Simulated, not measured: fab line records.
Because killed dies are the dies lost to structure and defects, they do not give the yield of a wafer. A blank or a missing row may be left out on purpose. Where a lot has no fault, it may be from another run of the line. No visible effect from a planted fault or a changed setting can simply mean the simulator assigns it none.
Chamber matching    flow sky130    SKY_VIA2_ETCH_15 on rie-diel-01 has 4 sister chambers
The step etches SiO2 in C4F8/O2/Ar, stops on TiN, target depth 546 nm, time 84 s. 16 wafers are shown with their chamber, then 8 later ones without.

== WAFERS PAIRED WITH THEIR CHAMBERS ==
wafer   chamber  oes-product-au (a.u.)
L074.1  3        0.946
L074.2  1        0.931
L074.3  0        0.943
L074.4  2        0.934
L074.5  1        0.937
L074.6  0        0.943
L077.4  2        0.937
L077.5  3        0.939
L077.6  2        0.940
L082.1  2        0.941
L082.3  1        0.935
L082.6  2        0.946
L083.1  1        0.944
L083.2  0        0.937
L083.3  3        0.940
L084.4  2        0.942

SIGNATURES, as means of the wafers listed above
reading         chamber 0  chamber 1  chamber 2  chamber 3  scatter within a chamber
oes-product-au  0.94100    0.93675    0.94000    0.94167    0.00435
Rule: a wafer's distance from a chamber is the root of the sum, over the readings, of the square of ((its reading less the chamber's mean) divided by the reading's scatter). If the next closest chamber is less than 2 further off than the closest, the wafer can't be placed; otherwise it belongs to the closest. The scatter: take each reading less its chamber's mean, square it, sum over the shown wafers, divide by the number of wafers less the number of chambers, and take the root.

== WAFERS WITHOUT THEIR CHAMBER ==
wafer   oes-product-au (a.u.)
L084.5  0.936
L084.6  0.939
L087.3  0.940
L087.5  0.940
L087.6  0.939
L094.4  0.930
L094.5  0.941
L094.6  0.937

== THE CHAMBER EACH PASSED THROUGH ==
wafer   from the rows above                in truth
L084.5  can't be placed: 1 or 2 or 0 or 3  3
L084.6  can't be placed: 2 or 0 or 1 or 3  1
L087.3  can't be placed: 2 or 0 or 3 or 1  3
L087.5  can't be placed: 2 or 0 or 3 or 1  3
L087.6  can't be placed: 2 or 0 or 1 or 3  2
L094.4  can't be placed: 1 or 2 or 0 or 3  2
L094.5  can't be placed: 0 or 3 or 2 or 1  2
L094.6  can't be placed: 1 or 2 or 0 or 3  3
Placed correctly: 0 of 8. Can't be placed from these rows: 8 (the true chamber is among the candidates in 8). Wrongly placed: 0.
